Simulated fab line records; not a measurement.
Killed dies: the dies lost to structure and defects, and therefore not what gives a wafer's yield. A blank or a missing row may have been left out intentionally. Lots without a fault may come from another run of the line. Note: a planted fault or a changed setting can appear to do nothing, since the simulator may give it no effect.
One fault seen from 2 desks || flow gf180mcu || each desk has only its own numbers; what lay behind them comes last

## DESK OF THE TOOL OWNER: wet_bench-03
The tool's own readings at GF_STI_WET_ETCH_28 (etches SiO2 in dHF, target depth 20 nm, time 40 s): means of the sampled wafers that have a number, for each lot that ran on this tool. Any lot whose mean is over 4 standard deviations away from the usual mean is out of limits and marked OUT; that distance is given in the brackets.
Columns: A = run_length_s at GF_STI_WET_ETCH_28, usual 68.3 s
{"lot": "L261", "first seen here": "day 2 16:38", "A": 67.4}
{"lot": "L264", "first seen here": "day 3 05:52", "A": 73.5}
{"lot": "L266", "first seen here": "day 3 16:01", "A": 73.3}
{"lot": "L267", "first seen here": "day 3 21:54", "A": 72.3}
{"lot": "L269", "first seen here": "day 4 11:48", "A": 67.3}
{"lot": "L274", "first seen here": "day 5 11:02", "A": "42.3 (-9.0) OUT"}
{"lot": "L275", "first seen here": "day 5 22:37", "A": "42.7 (-8.8) OUT"}
Finding of this desk: L274, L275 out of limits; the first was L274 at day 5 11:02, on run_length_s at GF_STI_WET_ETCH_28. L261, L264, L266, L267, L269: within limits.

## AT THE METROLOGY DESK
What the gauges read for every lot (on any tool): the sampled wafers with a number, averaged. Any lot whose mean is over 4 standard deviations away from the usual mean is out of limits and marked OUT; that distance is given in the brackets.
Columns: A = cd_nm at GF_STI_CD_MEAS_12, usual 219.9 nm; B = cd_nm at GF_HV_LDD_CD_MEAS_31, usual 399.3 nm
{"lot": "L259", "first seen here": "day 2 04:17", "A": 221.3, "B": 401.3}
{"lot": "L261", "first seen here": "day 2 13:44", "A": 218.4, "B": 401.9}
{"lot": "L262", "first seen here": "day 2 17:29", "A": 219.5, "B": 396.3}
{"lot": "L263", "first seen here": "day 2 21:37", "A": 219.5, "B": 399.5}
{"lot": "L264", "first seen here": "day 3 02:59", "A": 219.3, "B": 397.9}
{"lot": "L265", "first seen here": "day 3 09:56", "A": 219.5, "B": 398.1}
{"lot": "L266", "first seen here": "day 3 13:09", "A": 221.5, "B": 401.0}
{"lot": "L267", "first seen here": "day 3 18:58", "A": 221.7, "B": 397.7}
{"lot": "L269", "first seen here": "day 4 05:04", "A": 219.5, "B": 400.1}
{"lot": "L274", "first seen here": "day 5 08:04", "A": 218.4, "B": 399.0}
{"lot": "L275", "first seen here": "day 5 19:44", "A": 219.4, "B": 399.4}
{"lot": "L279", "first seen here": "day 6 08:02", "A": 218.3, "B": 397.6}
{"lot": "L281", "first seen here": "day 6 18:35", "A": 219.3, "B": 400.3}
{"lot": "L282", "first seen here": "day 7 00:47", "A": 219.9, "B": 400.0}
Finding of this desk: none of the 14 lots has anything out of limits.

## TAKEN TOGETHER
At day 5 11:02, on L274, L275, the tool owner's desk was in a position to raise an alarm.
Metrology desk: nothing out of limits seen.
The metrology desk holds a record of L274, L275, inside its limits.
On wet_bench-03, each named lot ran GF_STI_WET_ETCH_28.

## WHAT THE SIMULATOR HAD PUT IN
wet_bench-03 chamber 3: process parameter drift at GF_STI_WET_ETCH_28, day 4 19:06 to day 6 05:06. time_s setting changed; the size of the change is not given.
Struck lots among those shown: L274, L275.
Hours from the fault's start to each desk's first reading out of limits: the tool owner's desk, 16.
